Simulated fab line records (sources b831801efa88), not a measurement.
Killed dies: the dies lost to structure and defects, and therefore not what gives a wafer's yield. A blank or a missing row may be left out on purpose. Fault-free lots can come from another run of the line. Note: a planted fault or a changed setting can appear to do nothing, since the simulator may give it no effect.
A single fault, viewed from 2 desks || flow sky130 || every desk sees just its own numbers, and what lay behind them comes last

## THE METROLOGY DESK
What the gauges read, lot by lot, whatever tool the lot ran on: means of the sampled wafers that have a number. The brackets show how far a lot's mean lies from the usual mean; more than 4 standard deviations puts the lot out of limits, marked OUT.
Columns: A = VIA3_HDPCVD_THK at SKY_VIA3_THK_MEAS_01, usual 1627 nm
{"lot": "L231", "first seen here": "day 38 17:07", "A": 1611}
{"lot": "L235", "first seen here": "day 39 01:39", "A": 1659}
{"lot": "L234", "first seen here": "day 39 11:53", "A": 1660}
{"lot": "L236", "first seen here": "day 39 16:24", "A": 1604}
{"lot": "L237", "first seen here": "day 40 00:34", "A": 1636}
{"lot": "L238", "first seen here": "day 40 19:34", "A": 1605}
{"lot": "L239", "first seen here": "day 40 20:29", "A": 1596}
{"lot": "L240", "first seen here": "day 40 21:44", "A": 1635}
{"lot": "L242", "first seen here": "day 41 12:04", "A": 1611}
{"lot": "L243", "first seen here": "day 41 18:13", "A": 1617}
{"lot": "L244", "first seen here": "day 42 04:55", "A": 1642}
{"lot": "L245", "first seen here": "day 42 14:16", "A": 1598}
{"lot": "L251", "first seen here": "day 44 00:36", "A": 1597}
{"lot": "L253", "first seen here": "day 44 16:51", "A": 1637}
{"lot": "L254", "first seen here": "day 45 06:56", "A": 1640}
Finding of this desk: none of the 15 lots has anything out of limits.

## DESK OF THE TOOL OWNER: krf_scanner-01
The tool's own readings at SKY_METAL4_EXPOSE_10 (exposes mask MM4, target cd 300 nm): means of the sampled wafers that have a number, for each lot that ran on this tool. The brackets show how far a lot's mean lies from the usual mean; more than 4 standard deviations puts the lot out of limits, marked OUT.
Columns: A = exposure_dose_mJ_cm2 at SKY_METAL4_EXPOSE_10, usual 27.851; B = focus_offset_nm at SKY_METAL4_EXPOSE_10, usual 0.0 nm
{"lot": "L231", "first seen here": "day 41 08:51", "A": 27.855, "B": -0.3}
{"lot": "L236", "first seen here": "day 42 07:20", "A": 27.855, "B": 0.0}
{"lot": "L237", "first seen here": "day 42 14:46", "A": 27.893, "B": 0.6}
{"lot": "L238", "first seen here": "day 43 09:50", "A": 27.854, "B": -0.4}
{"lot": "L239", "first seen here": "day 43 10:40", "A": 27.818, "B": -0.3}
{"lot": "L240", "first seen here": "day 43 11:44", "A": 27.837, "B": -0.4}
{"lot": "L242", "first seen here": "day 44 00:58", "A": 27.837, "B": 0.3}
Finding of this desk: none of the 7 lots has anything out of limits.

## BROUGHT TOGETHER
Nothing out of limits was seen by the metrology desk.
Nothing out of limits was seen by the tool owner's desk.

## WHAT HAD BEEN PUT IN BY THE SIMULATOR
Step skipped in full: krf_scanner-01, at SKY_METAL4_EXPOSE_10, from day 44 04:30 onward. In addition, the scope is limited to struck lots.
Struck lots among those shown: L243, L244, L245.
